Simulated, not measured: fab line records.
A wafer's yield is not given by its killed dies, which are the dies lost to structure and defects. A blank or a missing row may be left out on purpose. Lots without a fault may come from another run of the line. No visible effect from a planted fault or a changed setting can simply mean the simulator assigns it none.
A lot that was struck, set against a sound lot :: flow gf180mcu :: 15 out of 602 route steps
Sound: the wafers L416.1, L416.3, L416.4. Struck: wafer L422.3 (left out: L422.1, L422.4 of the same lot, which were not struck); the cause appears at the end.
At each step with rows: each side's tool, then ch and its chambers, then its first start. Under that, the readings that differ: sound wafers :: struck wafers :: difference of the means :: sigmas: that difference in standard deviations of wafers without a fault.
alike: readings whose means differ by less than 2 such deviations, and words and numbers that are the same on both sides. not compared: withheld readings, readings that some wafer has no value for, bounds like >300 that may hide the same value, and numbers for which the record gives no deviation and whose values overlap.
Wherever a step has rows on one side only, a row that says differs or no value, or a row with sigmas, the two part there. When numbers do not overlap yet have no deviation, they are printed without sigmas and do not part them. Lack of a reading on every wafer of one side parts them only where that side has two or more wafers.

GF_MIM_STRIP_20: strips in O2/N2.
  sound on plasma_asher-03 ch 0,1, day 28 05:00; struck on plasma_asher-03 ch 0, day 30 03:35
reading: oes_product_au (a.u.)
sound: 0.699 0.692 0.692
struck: 0.680
difference: -0.014
sigmas: -3
  alike: drypump_motor_current_A, heater_power_w, strip_time_to_endpoint_s
  not compared: rf_hours_counter_h
then, 9 steps without rows for these wafers: GF_MIM_STRIP_21 (strips in post etch residue remover, time 1200 s); GF_MIM_CLEAN_22 (cleans in DIW); GF_M5_DEHYDRATE_00 (time 60 s); GF_M5_HMDS_01 (prime time 60 s); GF_M5_COAT_02 (resist thk 1000 nm); GF_M5_SOFTBAKE_03 (time 60 s); GF_M5_EXPOSE_04 (exposes mask Metal5, target cd 280 nm); GF_M5_PEB_05 (peb time 90 s); GF_M5_DEVELOP_06 (develop time 60 s).
GF_M5_CD_MEAS_07: the cd target is 280 nm.
  sound: cd_sem-01 at day 29 00:58; struck: cd_sem-02 at day 30 22:04
  alike: cd_nm
GF_M5_OVL_MEAS_08:
  sound: overlay-01 at day 29 01:05; struck: overlay-01 at day 30 22:11
  alike: M5_OVL
GF_M5_ETCH_09: etches Si3N4 in CF4/O2, target depth 52 nm, time 11.6 s.
  sound on rie_diel-02 ch 1,2,3, day 29 01:07; struck on rie_diel-02 ch 0, day 30 22:14
reading: drypump_motor_current_A (A)
sound: 5.8 5.7 5.1
struck: 6.4
difference: +0.9
sigmas: +2

reading: oes_product_au (a.u.)
sound: 0.993 1.009 0.998
struck: 1.072
difference: +0.072
sigmas: +7

reading: rf_fwd_power_W (W)
sound: 791 784 789
struck: 910
difference: +122
sigmas: +27

reading: rf_hours_counter_h (h)
sound: 14 8 15
struck: 18
difference: +6
sigmas: 

reading: model.etch.depth_nm (nm)
sound: 51.58 53.04 51.57
struck: 58.05
difference: +5.99
sigmas: 
  alike: throttle_valve_pct
GF_M5_METAL_ETCH_10: etches the open film in Cl2/BCl3, stops on SiO2, target depth 750.8 nm, time 125.1 s.
  sound on rie_metal-02 ch 0,1, day 29 01:09; struck on rie_metal-03 ch 0, day 30 22:15
  alike: drypump_motor_current_A, oes_product_au, rf_fwd_power_W, throttle_valve_pct
  not compared: rf_hours_counter_h
GF_PASSIVATION_PROBE_99:
  rows exist in the record for the sound wafers here (prober-02, day 31 13:54), none for the struck ones

## WHERE THEY PART
At GF_MIM_STRIP_20 first; at GF_PASSIVATION_PROBE_99 last (within this record only).

WHY: whatever the simulator had introduced
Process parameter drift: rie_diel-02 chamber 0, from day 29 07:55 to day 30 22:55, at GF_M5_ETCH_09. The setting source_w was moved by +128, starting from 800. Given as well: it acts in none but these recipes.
